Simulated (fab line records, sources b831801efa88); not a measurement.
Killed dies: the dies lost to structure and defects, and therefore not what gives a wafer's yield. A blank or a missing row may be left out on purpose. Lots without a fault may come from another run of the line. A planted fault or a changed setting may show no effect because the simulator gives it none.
What tool caused it? ; flow sky130 ; 21 wafers from 7 lots sampled at 2 of the route's 708 steps

== WHAT EACH GAUGE READ, for each wafer ==
SKY_METAL1_CD_MEAS_15 targets a cd of 140 nm.
lot;measured;on;cdNm (nm)
L729;day 34 17:16;cdSem-01;139.6 138.7 138.5
L732;day 35 08:51;cdSem-02;138.7 140.4 138.6
L742;day 38 20:46;cdSem-01;139.2 139.9 140.3
L743;day 38 22:58;cdSem-02;140.1 140.8 139.5
L745;day 39 06:11;cdSem-02;140.5 139.3 139.4
L747;day 39 17:40;cdSem-02;141.8 141.0 138.6

== EACH LOT AND THE TOOL THAT RAN IT (in order: tool; ch and the chambers of the sampled wafers; start) ==
lot;SKY_POLY_GATE_EXPOSE_10
L729;krfScanner-01 ch 0, day 18 03:07
L732;krfScanner-02 ch 0, day 18 19:56
L739;krfScanner-01, day 21 02:52
L742;krfScanner-01 ch 0, day 22 23:59
L743;krfScanner-01 ch 0, day 23 00:26
L745;krfScanner-02 ch 0, day 23 09:31
L747;krfScanner-02 ch 0, day 23 23:28
- SKY_POLY_GATE_EXPOSE_10: exposes mask P1M, target cd 150 nm.

== THE ANSWER, worked out from the rows above alone ==
Rule: usual is defined by the lots themselves. Put in order of their means at a reading, lots are off if they are a third of the lots or fewer, leave a main group of 4 or more, and stand apart from it by a gap of 3 or more times the standard deviation of the main group's means; of several such gaps the widest counts. If all means in a main group match to the digits the tables above print for the reading, that group is not used. A lot without any number at a reading at which 4 lots or more have one is off too. All remaining lots with rows at the step are treated as sound.
No lot is off at any reading shown: from this, nothing can be told.

== WHAT THE SIMULATOR HAD INSERTED ==
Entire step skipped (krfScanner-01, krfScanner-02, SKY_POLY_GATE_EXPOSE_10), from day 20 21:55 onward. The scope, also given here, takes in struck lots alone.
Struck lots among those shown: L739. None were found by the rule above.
